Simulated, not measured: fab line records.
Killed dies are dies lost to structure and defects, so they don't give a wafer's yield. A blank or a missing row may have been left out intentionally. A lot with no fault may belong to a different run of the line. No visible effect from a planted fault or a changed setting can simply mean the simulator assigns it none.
fab line records ; flow sky130
record lots=7; wafers=21; last_day=50
route steps=708 shown VT_ADJUST_LVTN@102
lots untouched by any fault: they come from a run of this same line in which no faults occurred
start_h: hours from the record's first day to the start of the lot's first wafer shown ; wait_h: hours since the lot's step before ; " same as the row above ; L1.1+2: a single row standing in for several wafers ; - value missing, or start not given ; * or withheld: withheld ; < > ~ a bound
route shown NAME@n: names a module that has steps shown in the file, with the first one's number in the route ; usual: mean/standard deviation of fault-free wafers ; same: alike in all rows ; chamber/n: place in a boat ; sites: per-site readings ; _std_site: the values' standard deviation ; _edge_site: the outer-site mean with the inner-site mean subtracted ; radius_mm: for every site, how far away it sits from the centre of the wafer ; mask NAME#n: copy n ; behind: the most recent tool/chamber to have shaped the wafer ; hold: why the lot was held/for how many hours/how that ended ; device: whichever transistor did not switch (one of n, p or np) ; end of line: the tests these same wafers got at the end of their route ; step lacking rows: just its recipe ; killed: dies that structure and defects cost at the first sort, which is not the same as the wafer's yield ; map: per-die view of a wafer (x killed, . not killed, _ where there is no die)
set.NAME: the setting the step ran with; set.NAME@STEP: the setting that earlier step ran with ; model.NAME: the simulator's own value behind a step, which no gauge read
lots seen at some steps along the route; tables by step, rows by wafer
services: a tool's chamber out of use, with start hour (start_h, from the record's first day; less than 0 if before it), hours out, and reason
## steps
# step SKY_VT_ADJUST_LVTN_PEB_05
# recipe temp_c=115; time_s=withheld
# step SKY_VT_ADJUST_LVTN_DEVELOP_06
# recipe wall_angle_deg=90; developer=TMAH; develop_time_s=60; dev_temp_c=23
# step SKY_VT_ADJUST_LVTN_OVL_MEAS_07
# usual VT_ADJUST_LVTN_OVL=1.2/1.4
lot.wafer;tool;chamber;start_h;wait_h;VT_ADJUST_LVTN_OVL[nm]
L320.2;overlay-01;-;168.14;-;2.2
L320.4;overlay-01;-;168.14;-;-0.2
L320.5;overlay-01;-;168.14;-;-1.2
L328.1;overlay-02;-;217.44;-;0.4
L328.4;overlay-02;-;217.44;-;-1.5
L328.5;overlay-02;-;217.44;-;-2.4
L329.2;overlay-02;-;226.82;-;2.9
L329.4;overlay-02;-;226.82;-;1.7
L329.5;overlay-02;-;226.82;-;3.5
L330.3;overlay-01;-;230.97;-;3.2
L330.5;overlay-01;-;230.97;-;2.8
L330.6;overlay-01;-;230.97;-;2.1
L334.3;overlay-01;-;256.82;-;3.7
L334.4;overlay-01;-;256.82;-;3.1
L334.6;overlay-01;-;256.82;-;2.7
L335.1;overlay-01;-;267.04;-;1.4
L335.2;overlay-01;-;267.04;-;2.3
L335.4;overlay-01;-;267.04;-;1.4
L339.1;overlay-01;-;290.36;-;-0.3
L339.4;overlay-01;-;290.36;-;0.4
L339.6;overlay-01;-;290.36;-;1.6
# step SKY_VT_ADJUST_LVTN_IMPLANT_08
# recipe species=B; energy_kev=30; dose_cm2=1.57e+12; tilt_deg=withheld
# step SKY_VT_ADJUST_LVTN_STRIP_09
# recipe chemistry=O2/N2; power_w=1400; pressure_mtorr=1500; platen_temp_c=withheld; o2_flow_sccm=3000; n2_flow_sccm=300; overash_fraction=0.5
# usual drypump_motor_current_A=5.4/0.41; o2_flow_sccm=2999/10; oes_product_au=0.723/0.004; strip_time_to_endpoint_s=36.88/0.1
# same overash_fraction=0.5
lot.wafer;tool;chamber;start_h;wait_h;drypump_motor_current_A;o2_flow_sccm;oes_product_au;rf_hours_counter_h;strip_time_to_endpoint_s
L320.2;plasma_asher-02;0;168.32;0.1;5.0;2997;0.723;49;36.84
L320.4;plasma_asher-02;1;168.32;0.1;6.1;2994;0.723;-;36.90
L320.5;plasma_asher-02;1;168.32;0.1;6.1;3006;0.729;-;37.02
L328.1;plasma_asher-01;1;217.63;0.1;4.8;2996;0.722;41;36.72
L328.4;plasma_asher-01;1;217.63;0.1;4.8;3000;0.719;-;36.83
L328.5;plasma_asher-01;0;217.63;0.1;5.2;2979;0.712;-;36.93
L329.2;plasma_asher-01;0;227.00;0.1;5.2;2980;0.726;41;36.78
L329.4;plasma_asher-01;1;227.00;0.1;4.8;3012;0.721;-;36.87
L329.5;plasma_asher-01;0;227.00;0.1;5.2;2990;0.715;-;36.82
L330.3;plasma_asher-01;0;231.18;0.1;5.2;3013;0.723;-;36.77
L330.5;plasma_asher-01;1;231.18;0.1;4.8;3010;0.721;-;36.69
L330.6;plasma_asher-01;0;231.18;0.1;5.2;2988;0.726;-;36.80
L334.3;plasma_asher-02;1;257.03;0.1;6.1;3012;0.727;-;36.90
L334.4;plasma_asher-02;0;257.03;0.1;5.0;2987;0.728;-;37.02
L334.6;plasma_asher-02;1;257.03;0.1;6.1;3010;0.719;-;36.89
L335.1;plasma_asher-03;0;267.22;0.1;5.5;3007;0.725;58;36.84
L335.2;plasma_asher-03;1;267.22;0.1;5.4;3004;0.724;58;36.90
L335.4;plasma_asher-03;0;267.22;0.1;5.5;3009;0.723;-;37.01
L339.1;plasma_asher-01;0;290.55;0.1;5.2;2991;0.726;48;36.82
L339.4;plasma_asher-01;0;290.55;0.1;5.2;3005;0.729;-;36.80
L339.6;plasma_asher-01;1;290.55;0.1;4.8;3005;0.715;-;36.81
# step SKY_VT_ADJUST_LVTN_TW_MEAS_10
# usual VT_ADJUST_LVTN_TW=241.3/1.6
lot.wafer;tool;chamber;start_h;wait_h;VT_ADJUST_LVTN_TW
L320.2;film_metro-03;-;168.43;0.1;239.1
L320.4;film_metro-03;-;168.43;0.1;238.9
L320.5;film_metro-03;-;168.43;0.1;240.0
L328.1;film_metro-01;-;217.73;0.1;240.4
L328.4;film_metro-01;-;217.73;0.1;242.4
L328.5;film_metro-01;-;217.73;0.1;242.3
L329.2;film_metro-01;-;227.11;0.1;242.9
L329.4;film_metro-01;-;227.11;0.1;242.1
L329.5;film_metro-01;-;227.11;0.1;242.1
L330.3;film_metro-04;-;231.27;0.1;240.9
L330.5;film_metro-04;-;231.27;0.1;238.9
L330.6;film_metro-04;-;231.27;0.1;239.5
L334.3;film_metro-03;-;257.12;0.1;239.7
L334.4;film_metro-03;-;257.12;0.1;238.8
L334.6;film_metro-03;-;257.12;0.1;238.3
L335.1;film_metro-04;-;267.32;0.1;240.4
L335.2;film_metro-04;-;267.32;0.1;241.7
L335.4;film_metro-04;-;267.32;0.1;240.4
L339.1;film_metro-01;-;290.65;0.1;242.7
L339.4;film_metro-01;-;290.65;0.1;242.5
L339.6;film_metro-01;-;290.65;0.1;243.6
# step SKY_VT_ADJUST_LVTN_DEHYDRATE_11
# recipe temp_c=200; time_s=60
# step SKY_VT_ADJUST_LVTN_HMDS_12
# recipe prime_time_s=60; prime_temp_c=120
# step SKY_VT_ADJUST_LVTN_COAT_13
# recipe resist=NOVOLAK; spin_rpm=3000; resist_thk_nm=1140
# step SKY_VT_ADJUST_LVTN_SOFTBAKE_14
# recipe temp_c=90; time_s=60; resist=NOVOLAK
# step SKY_VT_ADJUST_LVTN_EXPOSE_15
# recipe mask_id=HVN_STD_DERIVED; na=0.6; source_shape=conventional; sigma_outer=0.6; polarization=unpolarized; target_cd_nm=600; dose_mj=163
# step SKY_VT_ADJUST_LVTN_PEB_16
# recipe temp_c=withheld; time_s=*; resist=NOVOLAK
# step SKY_VT_ADJUST_LVTN_DEVELOP_17
# recipe resist=NOVOLAK; developer=TMAH; develop_time_s=60; dev_temp_c=23
# usual chill_plate_temp_C=22.99/0.1; develop_time_s=60/0
lot.wafer;tool;chamber;start_h;wait_h;chill_plate_temp_C;develop_time_s
L320.2;litho_track-03;0;187.62;0.1;22.82;60
L320.4;litho_track-03;0;187.62;0.1;22.96;60
L320.5;litho_track-03;0;187.62;0.1;22.74;60
L328.1;litho_track-02;-;239.71;0.1;-;-
L328.4;litho_track-02;-;239.71;0.1;-;-
L328.5;litho_track-02;-;239.71;0.1;-;-
L329.2;litho_track-04;-;249.16;0.1;-;-
L329.4;litho_track-04;-;249.16;0.1;-;-
L329.5;litho_track-04;-;249.16;0.1;-;-
L330.3;litho_track-04;-;254.69;0.1;-;-
L330.5;litho_track-04;-;254.69;0.1;-;-
L330.6;litho_track-04;-;254.69;0.1;-;-
L334.3;litho_track-04;0;281.14;0.1;23.12;60
L334.4;litho_track-04;0;281.14;0.1;23.10;60
L334.6;litho_track-04;0;281.14;0.1;23.07;60
L335.1;litho_track-04;0;290.74;0.1;23.05;60
L335.2;litho_track-04;0;290.74;0.1;23.21;60
L335.4;litho_track-04;0;290.74;0.1;22.97;60
L339.1;litho_track-02;0;316.21;0.1;22.95;60
L339.4;litho_track-02;0;316.21;0.1;22.94;60
L339.6;litho_track-02;0;316.21;0.1;22.86;60
# step SKY_VT_ADJUST_LVTN_OVL_MEAS_18
# usual VT_ADJUST_LVTN_01_OVL=-0.6/1.4
lot.wafer;tool;chamber;start_h;wait_h;VT_ADJUST_LVTN_01_OVL[nm]
L320.2;overlay-01;-;187.75;0.1;-0.7
L320.4;overlay-01;-;187.75;0.1;-2.3
L320.5;overlay-01;-;187.75;0.1;-0.8
L328.1;overlay-01;-;239.86;0.1;-
L328.4;overlay-01;-;239.86;0.1;-
L328.5;overlay-01;-;239.86;0.1;-
L329.2;overlay-02;-;249.29;0.1;-
L329.4;overlay-02;-;249.29;0.1;-
L329.5;overlay-02;-;249.29;0.1;-
L330.3;overlay-02;-;254.80;0.1;-
L330.5;overlay-02;-;254.80;0.1;-
L330.6;overlay-02;-;254.80;0.1;-
L334.3;overlay-02;-;281.25;0.1;0.6
L334.4;overlay-02;-;281.25;0.1;1.3
L334.6;overlay-02;-;281.25;0.1;0.8
L335.1;overlay-02;-;290.89;0.1;0.0
L335.2;overlay-02;-;290.89;0.1;1.6
L335.4;overlay-02;-;290.89;0.1;-1.2
L339.1;overlay-02;-;316.36;0.1;-3.0
L339.4;overlay-02;-;316.36;0.1;-4.5
L339.6;overlay-02;-;316.36;0.1;-2.7
## services
tool;chamber;start_h;hours;kind
litho_track-02;-;290.58;-;consumable_replace:filter
## key
first_sign step=SKY_VT_ADJUST_LVTN_DEVELOP_17; reading=tool_record; direction=missing
effect none on later readings
met_at SKY_VT_ADJUST_LVTN_DEVELOP_17
struck_wafers L328.1,L328.4,L328.5,L329.2,L329.4,L329.5,L330.3,L330.5,L330.6
sort_left_out L328.1,L328.4,L328.5,L329.2,L329.4,L329.5,L330.3,L330.5,L330.6
tester_left_out L328,L329,L330
fault kind=skipped_step_whole; tool=litho_track-02,litho_track-04; chamber=-; onset_h=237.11; steps=SKY_VT_ADJUST_LVTN_DEVELOP_17; scope=struck_lots_only
# tester_left_out: of these lots the tester's yield and bins aren't shown, on N5 and GAA mostly nor the transistor test; their killed dies are dies lost to structure and defects alone, not to doping, threshold or leakage, so they don't give the yield
# sort_left_out: the simulated sort isn't trusted on such a fault, so these wafers' sort isn't shown, and their yield isn't known
